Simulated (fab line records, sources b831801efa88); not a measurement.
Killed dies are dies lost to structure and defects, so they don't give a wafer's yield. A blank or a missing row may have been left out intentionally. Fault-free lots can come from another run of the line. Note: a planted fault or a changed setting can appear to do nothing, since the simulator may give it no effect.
2 desks looking at one fault | flow sky130 | each desk holds nothing but its own numbers, with what lay behind them at the end

## METROLOGY DESK
Lot by lot, what the gauges showed, no matter which tool ran the lot: averages of those sampled wafers that carry a number. Any lot whose mean is over 4 standard deviations away from the usual mean is out of limits and marked OUT; that distance is given in the brackets.
Columns: A = VT_ADJUST_HVTR_OVL at SKY_VT_ADJUST_HVTR_OVL_MEAS_08, usual 0.4 nm; B = cd-nm at SKY_SONOS_ONO_CD_MEAS_13, usual 410.0 nm; C = CONTACT_W_RS at SKY_CONTACT_RS_MEAS_25, usual 0.340 ohm/sq; D = CONTACT_W_THK at SKY_CONTACT_THK_MEAS_26, usual 336 nm
lot  | first seen here | A    | B     | C               | D
L303 | day 11 00:35    | 0.6  | 410.7 | 0.340           | 333
L302 | day 11 02:19    | -1.1 | 407.8 | 0.343           | 331
L304 | day 11 12:59    | 0.2  | 411.2 | 0.338           | 336
L305 | day 11 15:02    | 1.4  | 407.8 | 0.339           | 337
L306 | day 11 15:17    | -0.9 | 408.8 | 0.340           | 335
L307 | day 12 04:53    | -1.0 | 408.0 | 0.343           | 336
L308 | day 12 08:20    | -0.5 | 408.7 | 0.338           | 342
L310 | day 12 15:53    | 1.1  | 407.0 | 0.343           | 335
L311 | day 12 23:35    | 0.9  | 405.5 | 0.339           | 337
L319 | day 15 09:52    | -0.4 | 407.3 | 0.466 (+32) OUT | 266 (-15) OUT
L321 | day 16 00:26    | 1.9  | 414.6 | 0.452 (+29) OUT | 268 (-15) OUT
Finding of this desk: L319, L321 out of limits, first seen on L319 at day 37 22:01 (CONTACT_W_RS at SKY_CONTACT_RS_MEAS_25). In limits: L303, L302, L304, L305, L306, L307, L308, L310, L311.

## DESK OF THE TOOL OWNER: cvd-w-01
The tool's own readings at SKY_CONTACT_CVD_24 (deposits W, target thk 340 nm, time 102.12 s): means of the sampled wafers that have a number, for each lot that ran on this tool. Any lot whose mean is over 4 standard deviations away from the usual mean is out of limits and marked OUT; that distance is given in the brackets.
Columns: A = heater-power-w at SKY_CONTACT_CVD_24, usual 816 W
lot  | first seen here | A
L303 | day 33 07:36    | 803
L306 | day 33 23:08    | 783
L304 | day 34 01:41    | 790
L307 | day 34 09:14    | 759
L310 | day 35 08:06    | 757
L319 | day 37 21:54    | 778
L321 | day 38 14:11    | 851
This desk's verdict: no lot among the 7 shows anything out of limits.

## TAKEN TOGETHER
Metrology desk: alarm possible at day 37 22:01 on L319, L321.
Nothing out of limits was seen by the tool owner's desk.
Tool owner's desk: L319, L321 on record, inside its limits.
All the named lots went through SKY_CONTACT_CVD_24 on cvd-w-01.

## WHAT THE SIMULATOR HAD PUT IN
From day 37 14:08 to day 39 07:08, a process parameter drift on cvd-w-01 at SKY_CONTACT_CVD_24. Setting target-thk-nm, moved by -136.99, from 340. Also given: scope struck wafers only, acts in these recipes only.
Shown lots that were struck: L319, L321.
Per desk, hours elapsed from the start of the fault to the first reading out of limits: for the metrology desk, 8.
